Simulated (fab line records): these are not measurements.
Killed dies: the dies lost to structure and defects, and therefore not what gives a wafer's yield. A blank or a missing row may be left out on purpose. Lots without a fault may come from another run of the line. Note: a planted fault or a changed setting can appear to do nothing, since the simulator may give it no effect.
Which tool is to blame? :: flow sky130 :: Sampling: 13 lots, 37 wafers, 5 of 708 route steps

WHAT EACH GAUGE READ, for each wafer
SKY_NWELL_RS_MEAS_29: a four-point-probe measurement.
lot: L592
measured: day 5 08:32
on: film metro-01
NWELL_RS (ohm/sq): 623.1 625.8 625.1

lot: L593
measured: day 5 19:16
on: film metro-01
NWELL_RS (ohm/sq): 623.4 626.1 626.8

lot: L594
measured: day 6 01:19
on: film metro-03
NWELL_RS (ohm/sq): 622.6 623.5 624.0

lot: L595
measured: day 6 05:45
on: film metro-03
NWELL_RS (ohm/sq): 627.5 624.7 626.2

lot: L596
measured: day 6 11:11
on: film metro-02
NWELL_RS (ohm/sq): 624.3 624.7 623.3

lot: L597
measured: day 6 19:19
on: film metro-01
NWELL_RS (ohm/sq): 626.9 628.0 627.7

lot: L598
measured: day 6 23:51
on: film metro-01
NWELL_RS (ohm/sq): 626.6 626.5 626.9

lot: L599
measured: day 7 06:18
on: film metro-02
NWELL_RS (ohm/sq): 623.8 624.1 622.9

lot: L601
measured: day 7 16:57
on: film metro-02
NWELL_RS (ohm/sq): 626.2 625.1

lot: L602
measured: day 8 01:04
on: film metro-01
NWELL_RS (ohm/sq): 626.8 625.4

lot: L603
measured: day 8 05:26
on: film metro-03
NWELL_RS (ohm/sq): 623.7 623.1 624.0

lot: L612
measured: day 10 11:34
on: film metro-03
NWELL_RS (ohm/sq): 625.3 625.2 625.1

lot: L613
measured: day 10 18:49
on: film metro-03
NWELL_RS (ohm/sq): 626.6 626.3 624.7

EACH LOT AND THE TOOL THAT RAN IT (in order: tool; ch and the chambers of the sampled wafers; start)
lot: L592
SKY_FIELD_ISO_CMP_27: cmp-02 ch 1,2, day 2 08:02
SKY_NWELL_COAT_05: litho track-01 ch 0, day 4 04:06
SKY_NWELL_STRIP_14: plasma asher-02 ch 0,1, day 4 13:29
SKY_NWELL_RTA_28: rtp anneal-01 ch 0, day 5 08:26

lot: L593
SKY_FIELD_ISO_CMP_27: cmp-02 ch 0,1,3, day 2 14:11
SKY_NWELL_COAT_05: litho track-04 ch 0, day 4 13:15
SKY_NWELL_STRIP_14: plasma asher-03 ch 0,1, day 4 23:23
SKY_NWELL_RTA_28: rtp anneal-02 ch 0, day 5 19:10

lot: L594
SKY_FIELD_ISO_CMP_27: cmp-01 ch 0,1,3, day 2 22:08
SKY_NWELL_COAT_05: litho track-01 ch 0, day 4 19:13
SKY_NWELL_STRIP_14: plasma asher-03 ch 0,1, day 5 05:41
SKY_NWELL_RTA_28: rtp anneal-02 ch 0, day 6 01:13

lot: L595
SKY_FIELD_ISO_CMP_27: cmp-02 ch 0,1,3, day 3 01:05
SKY_NWELL_COAT_05: litho track-01 ch 0, day 4 23:52
SKY_NWELL_STRIP_14: plasma asher-03 ch 0,1, day 5 10:11
SKY_NWELL_RTA_28: rtp anneal-01 ch 0, day 6 05:38

lot: L596
SKY_FIELD_ISO_CMP_27: cmp-01 ch 1,2,3, day 3 06:46
SKY_NWELL_COAT_05: litho track-04 ch 0, day 5 05:20
SKY_NWELL_STRIP_14: plasma asher-04 ch 0,1, day 5 14:55
SKY_NWELL_RTA_28: rtp anneal-02 ch 0, day 6 11:05

lot: L597
SKY_FIELD_ISO_CMP_27: cmp-02 ch 0,1,2, day 3 12:50
SKY_NWELL_COAT_05: litho track-01 ch 0, day 5 12:40
SKY_NWELL_STRIP_14: plasma asher-02 ch 0,1, day 5 23:16
SKY_NWELL_RTA_28: rtp anneal-02 ch 0, day 6 19:13

lot: L598
SKY_FIELD_ISO_CMP_27: cmp-01 ch 0,2,3, day 3 17:15
SKY_NWELL_COAT_05: litho track-04 ch 0, day 5 18:08
SKY_NWELL_STRIP_14: plasma asher-02 ch 0,1, day 6 04:13
SKY_NWELL_RTA_28: rtp anneal-01 ch 0, day 6 23:45

lot: L599
SKY_FIELD_ISO_CMP_27: cmp-02 ch 1,2, day 3 22:00
SKY_NWELL_COAT_05: litho track-01 ch 0, day 6 00:07
SKY_NWELL_STRIP_14: plasma asher-04 ch 0,1, day 6 10:20
SKY_NWELL_RTA_28: rtp anneal-01 ch 0, day 7 06:11

lot: L601
SKY_FIELD_ISO_CMP_27: cmp-01 ch 3, day 4 08:55
SKY_NWELL_COAT_05: litho track-01 ch 0, day 6 10:12
SKY_NWELL_STRIP_14: plasma asher-04 ch 0,1, day 6 20:43
SKY_NWELL_RTA_28: rtp anneal-02 ch 0, day 7 16:51

lot: L602
SKY_FIELD_ISO_CMP_27: cmp-02 ch 0,2, day 4 14:26
SKY_NWELL_COAT_05: litho track-01 ch 0, day 6 18:10
SKY_NWELL_STRIP_14: plasma asher-02 ch 1, day 7 04:11
SKY_NWELL_RTA_28: rtp anneal-02 ch 0, day 8 00:58

lot: L603
SKY_FIELD_ISO_CMP_27: cmp-02 ch 0,2,3, day 4 18:56
SKY_NWELL_COAT_05: litho track-02 ch 0, day 6 20:59
SKY_NWELL_STRIP_14: plasma asher-02 ch 0,1, day 7 07:49
SKY_NWELL_RTA_28: rtp anneal-01 ch 0, day 8 05:19

lot: L612
SKY_FIELD_ISO_CMP_27: cmp-01 ch 0,1,2, day 6 18:34
SKY_NWELL_COAT_05: litho track-02 ch 0, day 9 00:40
SKY_NWELL_STRIP_14: plasma asher-04 ch 0,1, day 9 12:08
SKY_NWELL_RTA_28: rtp anneal-02 ch 0, day 10 11:28

lot: L613
SKY_FIELD_ISO_CMP_27: cmp-02 ch 0,1,2, day 7 00:35
SKY_NWELL_COAT_05: litho track-04 ch 0, day 9 07:36
SKY_NWELL_STRIP_14: plasma asher-04 ch 0,1, day 9 19:10
SKY_NWELL_RTA_28: rtp anneal-01 ch 0, day 10 18:43
- SKY_FIELD_ISO_CMP_27: polishes, stops on Si3N4, t overpolish 16 s, target thk 457.8 nm.
- SKY_NWELL_COAT_05: resist thk 3000 nm.
- SKY_NWELL_STRIP_14: strips in O2/N2.
- SKY_NWELL_RTA_28: time 30 s.

WHAT THE TOOLS THEMSELVES READ (means of the sampled wafers that have a number; where no wafer has one, the mark that the record gives instead)
SKY_FIELD_ISO_CMP_27.
lot: L592
tool: cmp-02
head pressure psi (psi): 4.006
motor current A (A): 11.4
overpolish run s (s): 16.004
time to endpoint s (s): 115

lot: L593
tool: cmp-02
head pressure psi (psi): 4.006
motor current A (A): 11.8
overpolish run s (s): 16.001
time to endpoint s (s): 115

lot: L594
tool: cmp-01
head pressure psi (psi): 3.987
motor current A (A): 13.0
overpolish run s (s): 15.999
time to endpoint s (s): 108

lot: L595
tool: cmp-02
head pressure psi (psi): 3.998
motor current A (A): 11.8
overpolish run s (s): 16.000
time to endpoint s (s): 119

lot: L596
tool: cmp-01
head pressure psi (psi): 3.991
motor current A (A): 12.8
overpolish run s (s): 15.998
time to endpoint s (s): 107

lot: L597
tool: cmp-02
head pressure psi (psi): 3.996
motor current A (A): 12.0
overpolish run s (s): 15.997
time to endpoint s (s): 120

lot: L598
tool: cmp-01
head pressure psi (psi): 4.001
motor current A (A): 13.2
overpolish run s (s): 16.002
time to endpoint s (s): 112

lot: L599
tool: cmp-02
head pressure psi (psi): 3.998
motor current A (A): 12.1
overpolish run s (s): 16.000
time to endpoint s (s): 113

lot: L601
tool: cmp-01
head pressure psi (psi): 4.001
motor current A (A): 14.1
overpolish run s (s): 16.003
time to endpoint s (s): 102

lot: L602
tool: cmp-02
head pressure psi (psi): 4.001
motor current A (A): 11.8
overpolish run s (s): 16.001
time to endpoint s (s): 110

lot: L603
tool: cmp-02
head pressure psi (psi): 3.999
motor current A (A): 11.4
overpolish run s (s): 16.002
time to endpoint s (s): 112

lot: L612
tool: cmp-01
head pressure psi (psi): 4.011
motor current A (A): 12.6
overpolish run s (s): 15.993
time to endpoint s (s): 115

lot: L613
tool: cmp-02
head pressure psi (psi): 3.999
motor current A (A): 12.0
overpolish run s (s): 15.994
time to endpoint s (s): 108

SKY_NWELL_STRIP_14.
lot: L592
tool: plasma asher-02
drypump motor current A (A): 6.0
oes product au (a.u.): 0.718
strip time to endpoint s (s): 36.73

lot: L593
tool: plasma asher-03
drypump motor current A (A): 6.4
oes product au (a.u.): 0.725
strip time to endpoint s (s): 36.88

lot: L594
tool: plasma asher-03
drypump motor current A (A): 6.4
oes product au (a.u.): 0.717
strip time to endpoint s (s): 36.64

lot: L595
tool: plasma asher-03
drypump motor current A (A): 6.4
oes product au (a.u.): 0.722
strip time to endpoint s (s): 36.76

lot: L596
tool: plasma asher-04
drypump motor current A (A): 5.9
oes product au (a.u.): 0.719
strip time to endpoint s (s): 36.94

lot: L597
tool: plasma asher-02
drypump motor current A (A): 6.0
oes product au (a.u.): 0.724
strip time to endpoint s (s): 36.66

lot: L598
tool: plasma asher-02
drypump motor current A (A): 5.8
oes product au (a.u.): 0.722
strip time to endpoint s (s): 36.93

lot: L599
tool: plasma asher-04
drypump motor current A (A): 5.9
oes product au (a.u.): 0.726
strip time to endpoint s (s): 36.83

lot: L601
tool: plasma asher-04
drypump motor current A (A): 5.8
oes product au (a.u.): 0.721
strip time to endpoint s (s): 30.18

lot: L602
tool: plasma asher-02
drypump motor current A (A): 6.1
oes product au (a.u.): 0.721
strip time to endpoint s (s): 30.16

lot: L603
tool: plasma asher-02
drypump motor current A (A): 6.0
oes product au (a.u.): 0.725
strip time to endpoint s (s): 36.93

lot: L612
tool: plasma asher-04
drypump motor current A (A): 5.9
oes product au (a.u.): 0.721
strip time to endpoint s (s): 36.87

lot: L613
tool: plasma asher-04
drypump motor current A (A): 5.6
oes product au (a.u.): 0.722
strip time to endpoint s (s): 37.09

SKY_NWELL_RTA_28.
lot: L592
tool: rtp anneal-01
lamp power pct (%): 25.30
wafer_temp_C_max: 1055.2

lot: L593
tool: rtp anneal-02
lamp power pct (%): 25.34
wafer_temp_C_max: 1055.3

lot: L594
tool: rtp anneal-02
lamp power pct (%): 25.28
wafer_temp_C_max: 1054.6

lot: L595
tool: rtp anneal-01
lamp power pct (%): 25.33
wafer_temp_C_max: 1056.0

lot: L596
tool: rtp anneal-02
lamp power pct (%): 25.34
wafer_temp_C_max: 1054.5

lot: L597
tool: rtp anneal-02
lamp power pct (%): 25.25
wafer_temp_C_max: 1055.5

lot: L598
tool: rtp anneal-01
lamp power pct (%): 25.27
wafer_temp_C_max: 1055.1

lot: L599
tool: rtp anneal-01
lamp power pct (%): 25.32
wafer_temp_C_max: 1054.5

lot: L601
tool: rtp anneal-02
lamp power pct (%): 25.29
wafer_temp_C_max: 1056.3

lot: L602
tool: rtp anneal-02
lamp power pct (%): 25.26
wafer_temp_C_max: 1054.6

lot: L603
tool: rtp anneal-01
lamp power pct (%): 25.37
wafer_temp_C_max: 1054.7

lot: L612
tool: rtp anneal-02
lamp power pct (%): 25.32
wafer_temp_C_max: 1055.4

lot: L613
tool: rtp anneal-01
lamp power pct (%): 25.29
wafer_temp_C_max: 1054.4

THE ANSWER, worked out from the rows above alone
Rule: what is usual is taken from the lots themselves. The widest of any qualifying gaps counts: lots, ordered by their means at a reading, are off when they make up no more than a third of the lots, leave a main group of 4 or more, and stand apart from it by 3 or more times the standard deviation of that group's means. A main group is skipped when, at the precision printed for the reading in the tables above, its means are all equal. Also off: a lot with no number at a reading for which 4 or more lots have one. The other lots that the step has rows for count as sound. After the gauges, taken in route order, come the tools' own readings; for these a lot's mean is taken, as printed above. The first step at which some lot is off is used, and at that step the reading that is off furthest; a lot without a number counts as furthest.
Off at SKY_NWELL_STRIP_14 (strip time to endpoint s): L601, L602. The main group: mean 36.84 s, standard deviation 0.13.
A tool fits if, at that step or a process step before it, it ran every lot that is off, and no sound lot after the first of them. One fits: SKY_NWELL_COAT_05 on litho track-01. A fault onset in the window from L599 (day 6 00:07, its last sound lot) to L601 (day 6 10:12, its first lot off) fits.

WHAT THE SIMULATOR PUT IN
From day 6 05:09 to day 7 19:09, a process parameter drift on litho track-01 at SKY_NWELL_COAT_05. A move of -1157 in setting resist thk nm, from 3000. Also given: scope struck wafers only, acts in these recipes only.
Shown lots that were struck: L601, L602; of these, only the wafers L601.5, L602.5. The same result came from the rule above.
